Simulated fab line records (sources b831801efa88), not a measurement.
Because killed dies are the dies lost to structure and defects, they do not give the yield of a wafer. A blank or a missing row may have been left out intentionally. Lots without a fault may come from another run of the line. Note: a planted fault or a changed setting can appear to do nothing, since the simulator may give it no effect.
A struck lot beside a sound one | flow sky130 | 18 out of 708 route steps
Sound: wafers L976.2, L976.3, L976.4. The struck wafers were L990.1, L990.4, L990.5. The cause is given at the end.
At each step with rows: each side's tool, then ch and its chambers, then its first start. Under that, the readings that differ: sound wafers | struck wafers | difference of the means | sigmas: that difference in standard deviations of wafers without a fault.
alike: words and numbers the same on both sides, and readings whose means are apart by under 2 such deviations; not compared: readings that were withheld, readings missing a value for some wafer, numbers with overlapping values and no deviation given by the record, and bounds like >300 which may hide the same value.
Wherever a step has rows on one side only, a row that says differs or no value, or a row with sigmas, the two part there. Numbers that have no deviation but don't overlap get no sigmas and don't part them. A reading missing from all wafers of one side parts the sides only when that side holds two or more wafers.

first, 3 steps without rows for these wafers: SKY_SONOS_ONO_WET_ETCH_18 (etches Si3N4 in H3PO4, target depth 15 nm, time 172 s); SKY_GATE_OXIDE_CLEAN_00 (cleans in SC1/SC2, time 150 s); SKY_GATE_OXIDE_OXIDATION_01 (stabilise 600 s, purge 300 s, target thk 10.268 nm).
SKY_GATE_OXIDE_THK_MEAS_02:
  sound on filmMetro-03, day 12 18:43; struck on filmMetro-03, day 17 11:07
  alike: GATE_OXIDE_OXIDATION_00_THK
then, 7 steps without rows for these wafers: SKY_GATE_OXIDE_DEHYDRATE_03 (time 60 s); SKY_GATE_OXIDE_HMDS_04 (prime time 60 s); SKY_GATE_OXIDE_COAT_05 (resist thk 1140 nm); SKY_GATE_OXIDE_SOFTBAKE_06 (time 60 s); SKY_GATE_OXIDE_EXPOSE_07 (exposes mask LVOM, target cd 600 nm); SKY_GATE_OXIDE_PEB_08; SKY_GATE_OXIDE_DEVELOP_09 (develop time 60 s).
SKY_GATE_OXIDE_OVL_MEAS_10:
  sound on overlay-02, day 13 12:35; struck on overlay-02, day 18 17:02
  alike: GATE_OXIDE_OVL
SKY_GATE_OXIDE_IMPLANT_11:
  sound on implanter-03 ch 0, day 13 12:38; struck on implanter-02 ch 0, day 18 17:04
reading                  | sound             | struck            | difference | sigmas
implantIonAmu            | 11 11 11          | 49 49 49          | +38        | 
model.implant.rpNm (nm)  | 33.2 33.2 33.2    | 10.29 10.29 10.29 | -22.91     | 
model.implant.drpNm (nm) | 17.11 17.11 17.11 | 6.005 6.005 6.005 | -11.105    | 
then, 1 step without rows for these wafers: SKY_GATE_OXIDE_WET_ETCH_12 (etches SiO2 in dHF, target depth 16.8 nm, time 336 s).
SKY_GATE_OXIDE_STRIP_13: strips in O2/N2.
  sound on plasmaAsher-01 ch 0,1, day 13 12:52; struck on plasmaAsher-01 ch 0,1, day 18 17:19
reading                  | sound             | struck            | difference | sigmas
stripTimeToEndpointS (s) | 14.27 14.26 14.26 | 14.17 14.16 14.17 | -0.10      | -2
  alike: drypumpMotorCurrentA, oesProductAu
  not compared: rfHoursCounterH
SKY_GATE_OXIDE_TW_MEAS_14:
  sound on filmMetro-02, day 13 12:58; struck on filmMetro-04, day 18 17:25
reading       | sound             | struck            | difference | sigmas
GATE_OXIDE_TW | 223.8 226.2 224.4 | 327.4 327.1 326.9 | +102.3     | +99 or more
then, 1 step without rows for these wafers: SKY_GATE_OXIDE_CLEAN_15 (cleans in SC1/SC2, time 150 s).
-- the record jumps here: 30 days lie between the struck wafers' starts before and after (it left off in module GATE_OXIDE and takes up again in module PAD_OPEN, whose first step shown is number 708 of the route) --
SKY_PAD_OPEN_PROBE_99:
  sound on prober-02, day 45 17:26; struck on prober-01, day 49 04:57
reading                                 | sound             | struck            | difference | sigmas
killedAtFrontEnd                        | 10 8 7            | 20 24 15          | +11        | +2
model.etest.tipP.rsOhmSq                | 7068 7049 7013    | 7653 7691 7613    | +609       | 
model.etest.pfet_01v8.rOnOhmUm          | 3040 3012 3024    | 3332 3230 3289    | +258       | 
model.etest.nfet_01v8_lvt.driveUaUm     | 569.1 590.8 561.1 | 638.5 650.8 653.2 | +73.8      | 
model.etest.pfet_01v8_lvt.driveUaUm     | 171.3 173.2 170.2 | 105.3 106.1 104   | -66.4      | 
model.etest.nfet_01v8.driveUaUm         | 497.7 518.1 491.3 | 550.8 561.1 565.3 | +56.7      | 
model.etest.nfet_01v8_turned.driveUaUm  | 500.6 520.3 495.9 | 555.3 562.8 573.6 | +58.3      | 
model.etest.sramNfetPass.driveUaUm      | 489.4 495.4 474.1 | 525.9 545.6 567.2 | +59.9      | 
model.etest.nfet_01v8_swapped.driveUaUm | 499.2 515.1 488.7 | 548.9 564.8 573   | +61.2      | 
  alike: killed_at_M0_to_M3, killed_at_M4_up, killedAtContacts, killedAtOther, killedDies, killedOpen, killedShort

WHERE THEY PART
First at SKY_GATE_OXIDE_STRIP_13; last, within this record, at SKY_PAD_OPEN_PROBE_99.

WHY: what had been put in by the simulator
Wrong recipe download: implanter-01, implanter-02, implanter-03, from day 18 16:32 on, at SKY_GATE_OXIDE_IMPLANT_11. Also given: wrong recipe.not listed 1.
